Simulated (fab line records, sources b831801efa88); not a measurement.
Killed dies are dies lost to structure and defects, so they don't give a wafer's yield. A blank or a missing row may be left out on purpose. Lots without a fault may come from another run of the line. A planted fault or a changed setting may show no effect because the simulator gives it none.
fab line records | flow gf180mcu
record lots=5 wafers=15 last_day=34
route steps=602 shown DUAL_GATE@154 POLY_GATE@157 HV_LDD@176
lots that met no fault: from a run of the same line without faults
start_h: hours from the record's first day to the start of the lot's first wafer shown | wait_h: hours since the lot's step before | " the same as in the row above | L1.1+2: a row that stands for several wafers | - no value, or no start given | * or withheld: withheld | < > ~ a bound
route shown NAME@n: a module of which the file shows steps, and the number in the route of the first | usual: mean/standard deviation of fault-free wafers | same: alike in all rows | chamber/n: place in a boat | sites: the reading at each site | _std_site: their standard deviation | _edge_site: outer sites' mean less inner sites' | radius_mm: how far each site lies from the wafer's centre | mask NAME#n: copy n | behind: the tool/chamber that last shaped the wafer | hold: why the lot was held/for how many hours/how that ended | device: the transistor (n, p or np) that didn't switch | end of line: the same wafers' tests at the end of the route | a step without rows: its recipe alone | killed: dies lost to structure and defects at the first sort, not the wafer's yield | map: a wafer's dies, x killed, . not, _ none there
set.NAME: the setting as run; set.NAME@STEP: as run at that earlier step | model.NAME: the simulator's own value behind a step, which no gauge read
lots at some steps of the route; a table a step, a row a wafer
services: from which hour (start_h, from the record's first day; less than 0 if before it) a tool's chamber was out of use, for how many hours, and why
## steps
# step GF_DUAL_GATE_STRIP_13
# recipe chemistry=O2/N2 power_w=1400 pressure_mtorr=1500 platen_temp_c=250 o2_flow_sccm=3000 n2_flow_sccm=300 overash_fraction=0.5
# usual drypump_motor_current_A=6.0/0.36 heater_power_w=345/35 oes_product_au=0.716/0.0046 strip_time_to_endpoint_s=12.62/0.035
# columns lot.wafer tool chamber start_h wait_h drypump_motor_current_A heater_power_w oes_product_au rf_hours_counter_h strip_time_to_endpoint_s
L076.1 plasma_asher-04 0 190.30 0.0 6.5 299 0.721 40 12.67
L076.3 " 0 " " 6.5 311 0.720 - 12.66
L076.5 " 0 " " 6.5 308 0.725 - 12.66
L077.2 plasma_asher-01 1 195.59 0.0 5.8 391 0.718 55 12.63
L077.4 " 0 " " 6.1 346 0.714 - 12.63
L077.6 " 0 " " 6.1 352 0.711 - 12.62
L084.1 plasma_asher-01 1 246.29 0.0 5.8 381 0.715 60 12.58
L084.3 " 1 " " 5.8 386 0.710 - 12.62
L084.4 " 0 " " 6.1 349 0.715 - 12.61
L095.3 plasma_asher-04 1 336.82 0.0 5.3 284 0.719 - 12.58
L095.4 " 0 " " 6.5 308 0.718 - 12.58
L095.5 " 1 " " 5.3 287 0.710 - 12.54
L096.3 plasma_asher-01 1 337.28 0.0 5.8 391 0.714 - 12.64
L096.5 " 1 " " 5.8 375 0.705 - 12.59
L096.6 " 0 " " 6.1 357 0.716 - 12.58
# step GF_DUAL_GATE_CLEAN_14
# recipe chemistry=SC1/SC2 mix=1:4:20 temp_c=70 time_s=150 dry=n2_spin
# columns lot.wafer tool chamber start_h wait_h
L076.1+3+5 wet_bench-01 1 190.40 0.1
L077.2+4+6 wet_bench-02 3 195.69 0.1
L084.1+3+4 wet_bench-01 1 246.39 0.1
L095.3+4+5 wet_bench-04 2 336.89 0.0
L096.3+5+6 wet_bench-01 2 337.35 0.0
# step GF_DUAL_GATE_OXIDATION_15
# recipe temp_c=850 ambient=O2 stabilise_s=600 purge_s=300 target_thk_a=70.98 ox_time_s=1995
# usual ox_temp_c=850.0/0.41
# columns lot.wafer tool chamber start_h wait_h ox_temp_c
L076.1 furnace-02 0 190.47 0.0 849.9
L076.3 " 0 " " 849.8
L076.5 " 0 " " 850.1
L077.2 furnace-02 0 196.51 0.8 850.5
L077.4 " 0 " " 850.3
L077.6 " 0 " " 850.2
L084.1 furnace-02 0 247.96 1.5 849.6
L084.3 " 0 " " 849.1
L084.4 " 0 " " 849.5
L095.3 furnace-01 0 336.94 0.0 850.3
L095.4 " 0 " " 849.8
L095.5 " 0 " " 849.9
L096.3 furnace-02 0 337.83 0.4 850.2
L096.5 " 0 " " 850.0
L096.6 " 0 " " 850.2
# step GF_POLY_GATE_CVD_00
# recipe material=poly-Si target_thk_nm=200 temp_c=620 time_s=1200 pressure_mtorr=200
# columns lot.wafer tool chamber start_h wait_h
L076.1+3+5 lpcvd-02 0 192.02 0.0
L077.2+4+6 lpcvd-01 1 198.07 0.0
L084.1+3+4 lpcvd-02 1 249.51 0.0
L095.3+4+5 lpcvd-01 1 338.49 0.0
L096.3+5+6 lpcvd-01 1 339.82 0.4
# step GF_POLY_GATE_THK_MEAS_01
# recipe reads=poly-Si_of_POLY_GATE_CVD_00
# usual POLY_GATE_CVD_00_THK=200.3/1.6
# columns lot.wafer tool chamber start_h wait_h POLY_GATE_CVD_00_THK[nm]
L076.1 film_metro-04 - 193.36 0.0 200.3
L076.3 " - " " 201.8
L076.5 " - " " 201.1
L077.2 film_metro-01 - 199.41 0.0 198.8
L077.4 " - " " 199.7
L077.6 " - " " 198.5
L084.1 film_metro-03 - 251.60 0.1 202.1
L084.3 " - " " 200.8
L084.4 " - " " 201.1
L095.3 film_metro-04 - 339.84 0.0 199.9
L095.4 " - " " 199.4
L095.5 " - " " 198.9
L096.3 film_metro-03 - 341.18 0.0 202.7
L096.5 " - " " 202.0
L096.6 " - " " 201.8
# step GF_POLY_GATE_DEHYDRATE_02
# recipe temp_c=200 time_s=60
# usual heater_power_total_W=160.38/0.13
# columns lot.wafer tool chamber start_h wait_h heater_power_total_W
L076.1 litho_track-01 0 201.83 8.5 160.28
L076.3 " 0 " " 160.52
L076.5 " 0 " " 160.33
L077.2 litho_track-02 0 207.45 8.0 160.29
L077.4 " 0 " " 160.23
L077.6 " 0 " " 160.44
L084.1 litho_track-01 0 259.82 8.2 160.30
L084.3 " 0 " " 160.30
L084.4 " 0 " " 160.62
L095.3 litho_track-02 0 349.72 9.9 160.34
L095.4 " 0 " " 160.32
L095.5 " 0 " " 160.26
L096.3 litho_track-02 0 351.57 10.4 160.43
L096.5 " 0 " " 160.53
L096.6 " 0 " " 160.57
# step GF_POLY_GATE_HMDS_03
# recipe prime_time_s=60 prime_temp_c=120
# columns lot.wafer tool chamber start_h wait_h
L076.1+3+5 litho_track-01 0 201.98 0.1
L077.2+4+6 litho_track-02 0 207.60 0.1
L084.1+3+4 litho_track-01 0 259.97 0.1
L095.3+4+5 litho_track-02 0 349.87 0.1
L096.3+5+6 litho_track-02 0 351.72 0.1
# step GF_POLY_GATE_COAT_04
# recipe resist=BARC temp_c=withheld time_s=withheld spin_rpm=withheld resist_thk_nm=withheld
# columns lot.wafer tool chamber start_h wait_h
L076.1+3+5 litho_track-01 0 202.13 0.1
L077.2+4+6 litho_track-02 0 207.75 0.1
L084.1+3+4 litho_track-01 0 260.12 0.1
L095.3+4+5 litho_track-02 0 350.02 0.1
L096.3+5+6 litho_track-02 0 351.87 0.1
# step GF_POLY_GATE_COAT_05
# recipe resist=KrF spin_rpm=withheld resist_thk_nm=700
# columns lot.wafer tool chamber start_h wait_h
L076.1+3+5 litho_track-01 0 - -
L077.2+4+6 litho_track-02 0 - -
L084.1+3+4 litho_track-01 0 - -
L095.3+4+5 litho_track-02 0 - -
L096.3+5+6 litho_track-02 0 - -
# step GF_POLY_GATE_SOFTBAKE_06
# recipe temp_c=130 time_s=60 resist=KrF
# usual heater_power_total_W=93.06/0.055
# columns lot.wafer tool chamber start_h wait_h heater_power_total_W
L076.1 litho_track-01 0 - - 93.06
L076.3 " 0 " " 92.98
L076.5 " 0 " " 93.09
L077.2 litho_track-02 0 - - 93.19
L077.4 " 0 " " 93.11
L077.6 " 0 " " 93.07
L084.1 litho_track-01 0 - - 92.90
L084.3 " 0 " " 93.00
L084.4 " 0 " " 93.00
L095.3 litho_track-02 0 - - 93.10
L095.4 " 0 " " 93.11
L095.5 " 0 " " 93.06
L096.3 litho_track-02 0 - - 93.05
L096.5 " 0 " " 93.06
L096.6 " 0 " " 93.08
# step GF_POLY_GATE_EXPOSE_07
# recipe mask_id=Poly2 target_cd_nm=280 na=0.68 source_shape=conventional sigma_outer=0.6 dose_mj=28
# usual exposure_dose_mJ_cm2=28.005/0.027 focus_offset_nm=0.0/0.48
# columns lot.wafer tool chamber start_h wait_h mask exposure_dose_mJ_cm2 focus_offset_nm
L076.1 krf_scanner-02 0 - - Poly2#0 28.015 -0.8
L076.3 " 0 " " Poly2#0 28.019 -0.6
L076.5 " 0 " " Poly2#0 28.043 -0.4
L077.2 krf_scanner-01 0 - - Poly2#0 27.984 0.2
L077.4 " 0 " " Poly2#0 27.960 0.3
L077.6 " 0 " " Poly2#0 27.958 0.1
L084.1 krf_scanner-02 0 - - Poly2#0 28.010 0.4
L084.3 " 0 " " Poly2#0 27.992 0.4
L084.4 " 0 " " Poly2#0 27.990 0.8
L095.3 krf_scanner-01 0 - - Poly2#0 28.001 -0.8
L095.4 " 0 " " Poly2#0 28.010 -0.5
L095.5 " 0 " " Poly2#0 28.004 -0.3
L096.3 krf_scanner-02 0 - - Poly2#0 28.012 -0.2
L096.5 " 0 " " Poly2#0 28.037 0.2
L096.6 " 0 " " Poly2#0 27.989 -0.4
# step GF_POLY_GATE_PEB_08
# recipe peb_temp_c=135 peb_time_s=90 resist=KrF
# usual heater_power_total_W=85.69/0.088
# columns lot.wafer tool chamber start_h wait_h heater_power_total_W
L076.1 litho_track-04 0 - - 85.66
L076.3 " 0 " " 85.79
L076.5 " 0 " " 85.64
L077.2 litho_track-01 0 - - 85.72
L077.4 " 0 " " 85.72
L077.6 " 0 " " 85.69
L084.1 litho_track-04 0 - - 85.80
L084.3 " 0 " " 85.58
L084.4 " 0 " " 85.64
L095.3 litho_track-04 0 - - 85.72
L095.4 " 0 " " 85.65
L095.5 " 0 " " 85.58
L096.3 litho_track-01 0 - - 85.61
L096.5 " 0 " " 85.87
L096.6 " 0 " " 85.74
# step GF_POLY_GATE_DEVELOP_09
# recipe develop_time_s=60 resist=KrF dev_temp_c=21
# columns lot.wafer tool chamber start_h wait_h
L076.1+3+5 litho_track-04 0 210.95 0.2
L077.2+4+6 litho_track-01 0 217.20 0.2
L084.1+3+4 litho_track-04 0 270.50 0.2
L095.3+4+5 litho_track-04 0 361.55 0.1
L096.3+5+6 litho_track-01 0 362.97 0.1
# step GF_POLY_GATE_CD_MEAS_10
# recipe target_cd_nm=280
# usual cd_nm=280.5/1.5
# columns lot.wafer tool chamber start_h wait_h cd_nm
L076.1 cd_sem-02 - 211.10 0.1 279.5
L076.3 " - " " 279.4
L076.5 " - " " 278.3
L077.2 cd_sem-01 - 217.34 0.1 282.4
L077.4 " - " " 281.9
L077.6 " - " " 282.3
L084.1 cd_sem-02 - 270.65 0.1 279.4
L084.3 " - " " 282.1
L084.4 " - " " 279.9
L095.3 cd_sem-01 - 361.69 0.1 280.0
L095.4 " - " " 280.1
L095.5 " - " " 279.5
L096.3 cd_sem-01 - 363.11 0.1 280.1
L096.5 " - " " 280.9
L096.6 " - " " 279.7
# step GF_POLY_GATE_OVL_MEAS_11
# usual POLY_GATE_OVL=3/4.8
# columns lot.wafer tool chamber start_h wait_h POLY_GATE_OVL[nm]
L076.1 overlay-01 - 211.22 0.1 0
L076.3 " - " " -11
L076.5 " - " " -3
L077.2 overlay-01 - 217.45 0.1 -1
L077.4 " - " " -1
L077.6 " - " " -2
L084.1 overlay-02 - 270.77 0.1 3
L084.3 " - " " 3
L084.4 " - " " -2
L095.3 overlay-01 - 361.78 0.1 6
L095.4 " - " " 5
L095.5 " - " " 7
L096.3 overlay-01 - 363.20 0.1 3
L096.5 " - " " 2
L096.6 " - " " 4
# step GF_POLY_GATE_ETCH_12
# recipe chemistry=N2/H2 target_depth_a=withheld overetch_a=withheld time_s=withheld target=BARC ion_energy_ev=200 source_w=500 bias_w=100 pressure_mtorr=30 n2_flow_sccm=100 h2_flow_sccm=200
# usual drypump_motor_current_A=5.9/0.47 oes_product_au=0.736/0.0048 rf_fwd_power_W=496.1/1.7 throttle_valve_pct=13.214/0.0093
# columns lot.wafer tool chamber start_h wait_h drypump_motor_current_A oes_product_au rf_fwd_power_W throttle_valve_pct
L076.1 rie_diel-03 3 211.26 0.0 5.1 0.728 496.4 13.216
L076.3 " 0 " " 6.5 0.724 496.4 13.200
L076.5 " 0 " " 6.5 0.739 493.9 13.204
L077.2 rie_diel-02 1 217.48 0.0 5.7 0.729 495.4 13.224
L077.4 " 0 " " 6.0 0.735 493.8 13.223
L077.6 " 3 " " 6.0 0.737 495.5 13.216
L084.1 rie_diel-02 1 270.81 0.0 5.6 0.739 496.1 13.203
L084.3 " 2 " " 6.3 0.737 495.8 13.206
L084.4 " 1 " " 5.6 0.739 494.7 13.238
L095.3 rie_diel-01 3 361.81 0.0 5.5 0.739 495.1 13.221
L095.4 " 0 " " 6.3 0.728 498.1 13.206
L095.5 " 3 " " 5.5 0.731 496.0 13.220
L096.3 rie_diel-03 1 363.23 0.0 5.2 0.737 499.3 13.208
L096.5 " 1 " " 5.2 0.739 497.0 13.193
L096.6 " 0 " " 6.5 0.742 492.9 13.205
# step GF_POLY_GATE_ETCH_13
# recipe target=poly-Si target_depth_nm=198.5 stop_on=SiO2 over_etch_frac=0.403 chemistry=HBr/Cl2 icp_w=400 bias_w=100 pressure_mtorr=10 HBr_flow_sccm=150 Cl2_flow_sccm=50 time_s=69.6
# usual drypump_motor_current_A=5.8/0.5 he_backside_leak_sccm=2.69/0.25 oes_product_au=0.990/0.0081 rf_fwd_power_W=397.5/1.3 throttle_valve_pct=33.684/0.0088
# columns lot.wafer tool chamber start_h wait_h drypump_motor_current_A he_backside_leak_sccm oes_product_au rf_fwd_power_W rf_hours_counter_h throttle_valve_pct
L076.1 rie_si-02 3 211.31 - 6.7 2.90 0.990 395.5 31 33.695
L076.3 " 2 " " 6.1 2.39 0.981 396.7 2 33.690
L076.5 " 2 " " 6.1 2.23 0.997 397.3 - 33.696
L077.2 rie_si-01 1 217.53 - 5.2 3.05 0.990 394.2 2 33.697
L077.4 " 2 " " 5.3 2.48 1.001 398.2 6 33.681
L077.6 " 1 " " 5.2 3.01 0.976 395.0 - 33.682
L084.1 rie_si-02 3 270.86 - 6.6 2.92 0.982 396.9 32 33.705
L084.3 " 0 " " 5.6 2.62 0.988 396.1 15 33.674
L084.4 " 2 " " 6.1 2.19 0.986 398.5 3 33.670
L095.3 rie_si-01 0 361.86 - 6.4 2.55 0.994 397.3 73 33.672
L095.4 " 1 " " 5.2 2.87 0.984 398.0 3 33.675
L095.5 " 0 " " 6.4 2.70 0.994 396.4 - 33.685
L096.3 rie_si-02 3 363.28 - 6.7 2.82 0.972 397.1 33 33.678
L096.5 " 3 " " 6.7 2.88 0.986 398.2 - 33.684
L096.6 " 0 " " 5.7 2.51 0.998 398.4 - 33.669
# step GF_POLY_GATE_STRIP_14
# recipe chemistry=O2/N2 power_w=1400 pressure_mtorr=1500 platen_temp_c=250 o2_flow_sccm=3000 n2_flow_sccm=300 overash_fraction=0.5
# usual drypump_motor_current_A=6.04/0.2 heater_power_w=356/24 oes_product_au=0.505/0.0045
# columns lot.wafer tool chamber start_h wait_h drypump_motor_current_A heater_power_w oes_product_au rf_hours_counter_h
L076.1 plasma_asher-01 0 211.37 0.0 6.14 355 0.504 57
L076.3 " 1 " " 5.77 390 0.511 -
L076.5 " 1 " " 5.77 374 0.499 -
L077.2 plasma_asher-01 0 217.59 0.0 6.11 354 0.509 57
L077.4 " 1 " " 5.78 385 0.490 -
L077.6 " 0 " " 6.11 355 0.501 -
L084.1 plasma_asher-03 1 270.91 0.0 6.17 386 0.508 60
L084.3 " 0 " " 6.30 320 0.502 -
L084.4 " 1 " " 6.17 375 0.500 -
L095.3 plasma_asher-01 1 361.95 0.1 5.78 373 0.501 -
L095.4 " 0 " " 6.12 344 0.499 -
L095.5 " 1 " " 5.79 383 0.503 -
L096.3 plasma_asher-01 0 363.37 0.1 6.12 356 0.503 -
L096.5 " 0 " " 6.15 347 0.508 -
L096.6 " 1 " " 5.77 385 0.510 -
# step GF_POLY_GATE_CLEAN_15
# recipe chemistry=SC1/SC2 mix=1:4:20 temp_c=70 time_s=150 dry=n2_spin
# columns lot.wafer tool chamber start_h wait_h
L076.1+3+5 wet_bench-03 0 211.47 0.1
L077.2+4+6 wet_bench-01 1 217.69 0.1
L084.1+3+4 wet_bench-04 0 271.08 0.1
L095.3+4+5 wet_bench-04 0 362.01 0.0
L096.3+5+6 wet_bench-03 1 363.43 0.0
# step GF_POLY_GATE_OXIDATION_16
# recipe temp_c=850 ambient=O2 stabilise_s=600 purge_s=300 target_thk_a=40 ox_time_s=899
# usual ox_temp_c=850.0/0.37
# columns lot.wafer tool chamber start_h wait_h ox_temp_c
L076.1 furnace-02 0 213.19 1.7 850.2
L076.3 " 0 " " 850.4
L076.5 " 0 " " 850.5
L077.2 furnace-01 0 219.47 1.7 849.5
L077.4 " 0 " " 849.9
L077.6 " 0 " " 849.5
L084.1 furnace-01 0 272.91 1.8 850.4
L084.3 " 0 " " 850.2
L084.4 " 0 " " 849.9
L095.3 furnace-02 0 362.06 0.0 850.1
L095.4 " 0 " " 850.2
L095.5 " 0 " " 850.4
L096.3 furnace-02 0 364.71 1.2 849.9
L096.5 " 0 " " 849.8
L096.6 " 0 " " 849.6
# step GF_POLY_GATE_THK_MEAS_17
# recipe reads=SiO2_of_POLY_GATE_OXIDATION_16
# usual POLY_GATE_OXIDATION_THK=3.98/0.09
# columns lot.wafer tool chamber start_h wait_h POLY_GATE_OXIDATION_THK[nm]
L076.1 film_metro-03 - 214.44 0.0 3.94
L076.3 " - " " 3.94
L076.5 " - " " 3.84
L077.2 film_metro-03 - 220.73 0.0 3.84
L077.4 " - " " 3.79
L077.6 " - " " 3.79
L084.1 film_metro-03 - 274.19 0.0 3.91
L084.3 " - " " 3.97
L084.4 " - " " 3.90
L095.3 film_metro-01 - 363.33 0.0 4.16
L095.4 " - " " 4.07
L095.5 " - " " 4.09
L096.3 film_metro-04 - 365.98 0.0 3.97
L096.5 " - " " 4.01
L096.6 " - " " 4.03
# step GF_POLY_GATE_CD_MEAS_18
# usual cd_nm=280.9/2.6
# columns lot.wafer tool chamber start_h wait_h cd_nm
L076.1 cd_sem-02 - 214.50 0.1 280.1
L076.3 " - " " 281.5
L076.5 " - " " 280.1
L077.2 cd_sem-02 - 220.81 0.1 278.4
L077.4 " - " " 284.2
L077.6 " - " " 278.2
L084.1 cd_sem-01 - 274.25 0.1 277.2
L084.3 " - " " 283.4
L084.4 " - " " 279.0
L095.3 cd_sem-02 - 363.43 0.1 278.3
L095.4 " - " " 279.1
L095.5 " - " " 278.3
L096.3 cd_sem-01 - 366.07 0.1 277.9
L096.5 " - " " 279.9
L096.6 " - " " 280.6
# step GF_HV_LDD_DEHYDRATE_00
# recipe temp_c=200 time_s=60
# usual heater_power_total_W=160.37/0.12
# columns lot.wafer tool chamber start_h wait_h heater_power_total_W
L076.1 litho_track-04 0 222.75 8.2 160.40
L076.3 " 0 " " 160.50
L076.5 " 0 " " 160.40
L077.2 litho_track-03 0 228.93 8.1 160.41
L077.4 " 0 " " 160.40
L077.6 " 0 " " 160.35
L084.1 litho_track-03 0 283.56 9.3 160.12
L084.3 " 0 " " 160.17
L084.4 " 0 " " 160.31
L095.3 litho_track-04 0 374.00 10.5 160.42
L095.4 " 0 " " 160.46
L095.5 " 0 " " 160.54
L096.3 litho_track-04 0 377.40 11.3 160.55
L096.5 " 0 " " 160.53
L096.6 " 0 " " 160.41
# step GF_HV_LDD_HMDS_01
# recipe prime_time_s=60 prime_temp_c=120
# columns lot.wafer tool chamber start_h wait_h
L076.1+3+5 litho_track-04 0 222.90 0.1
L077.2+4+6 litho_track-03 0 229.08 0.1
L084.1+3+4 litho_track-03 0 283.71 0.1
L095.3+4+5 litho_track-04 0 374.15 0.1
L096.3+5+6 litho_track-04 0 377.55 0.1
# step GF_HV_LDD_COAT_02
# recipe resist=NOVOLAK spin_rpm=3000 resist_thk_nm=1000
# usual spin_speed_rpm=3000.4/1.9
# columns lot.wafer tool chamber start_h wait_h spin_speed_rpm
L076.1 litho_track-04 0 223.05 0.1 2998.9
L076.3 " 0 " " 2999.0
L076.5 " 0 " " 3001.4
L077.2 litho_track-03 0 229.23 0.1 3003.2
L077.4 " 0 " " 3000.0
L077.6 " 0 " " 3002.3
L084.1 litho_track-03 0 283.86 0.1 3000.2
L084.3 " 0 " " 2998.9
L084.4 " 0 " " 2999.9
L095.3 litho_track-04 0 374.30 0.1 2998.0
L095.4 " 0 " " 3000.7
L095.5 " 0 " " 2997.7
L096.3 litho_track-04 0 377.70 0.1 2999.7
L096.5 " 0 " " 2999.1
L096.6 " 0 " " 2997.9
# step GF_HV_LDD_SOFTBAKE_03
# recipe temp_c=90 time_s=60 resist=NOVOLAK
# usual heater_power_total_W=56.60/0.049
# columns lot.wafer tool chamber start_h wait_h heater_power_total_W
L076.1 litho_track-04 0 223.20 0.1 56.59
L076.3 " 0 " " 56.53
L076.5 " 0 " " 56.54
L077.2 litho_track-03 0 229.38 0.1 56.64
L077.4 " 0 " " 56.58
L077.6 " 0 " " 56.62
L084.1 litho_track-03 0 284.01 0.1 56.56
L084.3 " 0 " " 56.56
L084.4 " 0 " " 56.62
L095.3 litho_track-04 0 374.45 0.1 56.65
L095.4 " 0 " " 56.65
L095.5 " 0 " " 56.54
L096.3 litho_track-04 0 377.85 0.1 56.59
L096.5 " 0 " " 56.68
L096.6 " 0 " " 56.65
# step GF_HV_LDD_EXPOSE_04
# recipe mask_id=Nplus_LV_AREA target_cd_nm=400 na=0.6 source_shape=conventional sigma_outer=0.6 dose_mj=140
# usual exposure_dose_mJ_cm2=140.01/0.13 focus_offset_nm=0.1/0.59
# columns lot.wafer tool chamber start_h wait_h mask exposure_dose_mJ_cm2 focus_offset_nm
L076.1 iline_stepper-02 0 - - Nplus_LV_AREA#0 139.98 -0.1
L076.3 " 0 " " Nplus_LV_AREA#0 140.26 -0.3
L076.5 " 0 " " Nplus_LV_AREA#0 140.04 1.3
L077.2 iline_stepper-02 0 - - Nplus_LV_AREA#0 139.95 0.2
L077.4 " 0 " " Nplus_LV_AREA#0 139.72 0.0
L077.6 " 0 " " Nplus_LV_AREA#0 140.18 -1.6
L084.1 iline_stepper-01 0 - - Nplus_LV_AREA#0 140.17 0.9
L084.3 " 0 " " Nplus_LV_AREA#0 140.23 0.7
L084.4 " 0 " " Nplus_LV_AREA#0 140.10 0.4
L095.3 iline_stepper-02 0 - - Nplus_LV_AREA#0 140.22 -0.9
L095.4 " 0 " " Nplus_LV_AREA#0 140.21 -0.2
L095.5 " 0 " " Nplus_LV_AREA#0 140.10 -0.5
L096.3 iline_stepper-01 0 - - Nplus_LV_AREA#0 140.15 0.1
L096.5 " 0 " " Nplus_LV_AREA#0 140.02 -0.5
L096.6 " 0 " " Nplus_LV_AREA#0 140.20 -0.7
# step GF_HV_LDD_PEB_05
# recipe temp_c=withheld time_s=* resist=NOVOLAK
# columns lot.wafer tool chamber start_h wait_h
L076.1+3+5 litho_track-03 0 - -
L077.2+4+6 litho_track-04 0 - -
L084.1+3+4 litho_track-02 0 - -
L095.3+4+5 litho_track-03 0 - -
L096.3+5+6 litho_track-03 0 - -
# step GF_HV_LDD_DEVELOP_06
# recipe develop_time_s=60 dev_temp_c=23
# columns lot.wafer tool chamber start_h wait_h
L076.1+3+5 litho_track-03 0 232.81 0.1
L077.2+4+6 litho_track-04 0 238.58 0.1
L084.1+3+4 litho_track-02 0 293.82 0.1
L095.3+4+5 litho_track-03 0 385.61 0.1
L096.3+5+6 litho_track-03 0 388.66 0.1
# step GF_HV_LDD_CD_MEAS_07
# recipe target_cd_nm=400
# usual cd_nm=399.3/2.7
# columns lot.wafer tool chamber start_h wait_h cd_nm
L076.1 cd_sem-01 - 232.96 0.1 397.1
L076.3 " - " " 396.9
L076.5 " - " " 396.4
L077.2 cd_sem-01 - 238.72 0.1 398.2
L077.4 " - " " 396.5
L077.6 " - " " 398.5
L084.1 cd_sem-02 - 293.97 0.1 398.5
L084.3 " - " " 397.8
L084.4 " - " " 399.1
L095.3 cd_sem-02 - 385.75 0.1 400.9
L095.4 " - " " 401.0
L095.5 " - " " 402.9
L096.3 cd_sem-01 - 388.80 0.1 396.6
L096.5 " - " " 397.5
L096.6 " - " " 398.4
# step GF_HV_LDD_OVL_MEAS_08
# usual HV_LDD_OVL=-0.3/1.2
# columns lot.wafer tool chamber start_h wait_h HV_LDD_OVL[nm]
L076.1 overlay-02 - 233.08 0.1 1.1
L076.3 " - " " -0.2
L076.5 " - " " 0.0
L077.2 overlay-01 - 238.83 0.1 0.7
L077.4 " - " " -0.4
L077.6 " - " " 1.1
L084.1 overlay-01 - 294.09 0.1 -0.4
L084.3 " - " " 0.1
L084.4 " - " " -1.2
L095.3 overlay-02 - 385.84 0.1 0.1
L095.4 " - " " -0.2
L095.5 " - " " -1.6
L096.3 overlay-02 - 388.89 0.1 -1.2
L096.5 " - " " -0.4
L096.6 " - " " -0.9
# step GF_HV_LDD_IMPLANT_09
# recipe species=As energy_kev=40 dose_cm2=1e+14 tilt_deg=7
# usual beam_on_s=10.04/0.2 dose_ions_cm2=1.0002e+14/1.1e+11
# columns lot.wafer tool chamber start_h wait_h beam_on_s dose_ions_cm2
L076.1 implanter-04 0 233.12 0.0 9.67 9.998e+13
L076.3 " 0 " " 9.70 1.0011e+14
L076.5 " 0 " " 10.05 1.0012e+14
L077.2 implanter-04 0 238.88 0.0 9.99 9.982e+13
L077.4 " 0 " " 9.72 9.978e+13
L077.6 " 0 " " 9.95 9.987e+13
L084.1 implanter-04 0 294.13 0.0 10.15 1.0012e+14
L084.3 " 0 " " 10.30 1.0004e+14
L084.4 " 0 " " 9.75 1.0017e+14
L095.3 implanter-03 0 385.91 0.1 9.90 9.999e+13
L095.4 " 0 " " 9.91 1.0023e+14
L095.5 " 0 " " 10.13 1.0003e+14
L096.3 implanter-03 0 388.96 0.1 10.29 1.0009e+14
L096.5 " 0 " " 9.97 1.0024e+14
L096.6 " 0 " " 9.92 1.0014e+14
# step GF_HV_LDD_STRIP_10
# recipe chemistry=O2/N2 power_w=1400 pressure_mtorr=1500 platen_temp_c=250 o2_flow_sccm=3000 n2_flow_sccm=300 overash_fraction=0.5
# usual drypump_motor_current_A=6.0/0.35 heater_power_w=332/30 oes_product_au=0.715/0.0043 strip_time_to_endpoint_s=12.63/0.037
# columns lot.wafer tool chamber start_h wait_h drypump_motor_current_A heater_power_w oes_product_au rf_hours_counter_h strip_time_to_endpoint_s
L076.1 plasma_asher-03 1 233.27 0.1 6.2 395 0.717 56 12.65
L076.3 " 1 " " 6.1 387 0.716 - 12.64
L076.5 " 1 " " 6.2 380 0.719 - 12.65
L077.2 plasma_asher-02 0 239.01 0.1 6.1 334 0.717 13 12.58
L077.4 " 1 " " 5.8 331 0.714 - 12.61
L077.6 " 1 " " 5.8 326 0.717 - 12.56
L084.1 plasma_asher-02 1 294.28 0.1 5.8 326 0.716 20 12.67
L084.3 " 0 " " 6.1 344 0.709 - 12.65
L084.4 " 1 " " 5.8 320 0.719 - 12.67
L095.3 plasma_asher-03 1 386.05 0.1 6.2 384 0.717 - 12.62
L095.4 " 0 " " 6.4 327 0.717 - 12.60
L095.5 " 1 " " 6.2 382 0.713 - 12.57
L096.3 plasma_asher-02 0 389.10 0.1 6.1 341 0.714 - 12.70
L096.5 " 1 " " 5.8 317 0.714 - 12.66
L096.6 " 0 " " 6.1 348 0.716 - 12.71
# step GF_HV_LDD_TW_MEAS_11
# usual HV_LDD_TW=2426/22
# columns lot.wafer tool chamber start_h wait_h HV_LDD_TW
L076.1 film_metro-04 - 233.37 0.1 2458
L076.3 " - " " 2475
L076.5 " - " " 2449
L077.2 film_metro-04 - 239.24 0.2 2462
L077.4 " - " " 2457
L077.6 " - " " 2472
L084.1 film_metro-02 - 294.38 0.1 2394
L084.3 " - " " 2415
L084.4 " - " " 2401
L095.3 film_metro-02 - 386.13 0.1 2396
L095.4 " - " " 2389
L095.5 " - " " 2387
L096.3 film_metro-02 - 389.18 0.1 2394
L096.5 " - " " 2388
L096.6 " - " " 2400
# step GF_HV_LDD_DEHYDRATE_12
# recipe temp_c=200 time_s=60
# usual heater_power_total_W=160.37/0.13
# columns lot.wafer tool chamber start_h wait_h heater_power_total_W
L076.1 litho_track-04 0 241.65 8.3 160.31
L076.3 " 0 " " 160.47
L076.5 " 0 " " 160.16
L077.2 litho_track-03 0 247.48 8.2 160.46
L077.4 " 0 " " 160.45
L077.6 " 0 " " 160.38
L084.1 litho_track-02 0 303.87 9.5 160.55
L084.3 " 0 " " 160.27
L084.4 " 0 " " 160.32
L095.3 litho_track-04 0 397.20 11.1 160.24
L095.4 " 0 " " 160.25
L095.5 " 0 " " 160.37
L096.3 litho_track-04 0 400.55 11.4 160.52
L096.5 " 0 " " 160.42
L096.6 " 0 " " 160.53
# step GF_HV_LDD_HMDS_13
# recipe prime_time_s=60 prime_temp_c=120
# columns lot.wafer tool chamber start_h wait_h
L076.1+3+5 litho_track-04 0 241.80 0.1
L077.2+4+6 litho_track-03 0 247.63 0.1
L084.1+3+4 litho_track-02 0 304.02 0.1
L095.3+4+5 litho_track-04 0 397.35 0.1
L096.3+5+6 litho_track-04 0 400.70 0.1
## services
# columns tool chamber start_h hours kind
krf_scanner-02 - 168.58 4.0 pm
furnace-02 - 183.31 3.3 pm
krf_scanner-02 - 186.93 6.5 repair
rie_si-02 - 192.40 0.3 repair
implanter-04 - 202.55 1.5 repair
krf_scanner-02 - 203.56 1.7 repair
krf_scanner-02 - 213.14 1.3 pm
krf_scanner-02 - 220.69 0.8 pm
lpcvd-01 - 228.64 14.6 pm
plasma_asher-03 - 237.25 2.8 pm
furnace-01 - 244.35 4.0 pm
wet_bench-01 - 247.89 4.4 pm
krf_scanner-02 - 248.49 1.1 repair
furnace-02 - 268.97 5.1 pm
plasma_asher-01 - 281.70 28.1 pm
furnace-01 - 282.67 2.7 pm
krf_scanner-02 - 306.67 4.9 repair
krf_scanner-02 - 311.53 1.0 pm
plasma_asher-02 - 313.19 2.9 repair
lpcvd-01 - 317.85 2.0 repair
lpcvd-01 - 318.38 1.2 repair
iline_stepper-02 - 324.52 1.7 pm
iline_stepper-02 - 340.63 3.5 repair
furnace-02 - 351.62 2.9 pm
## key
fault none
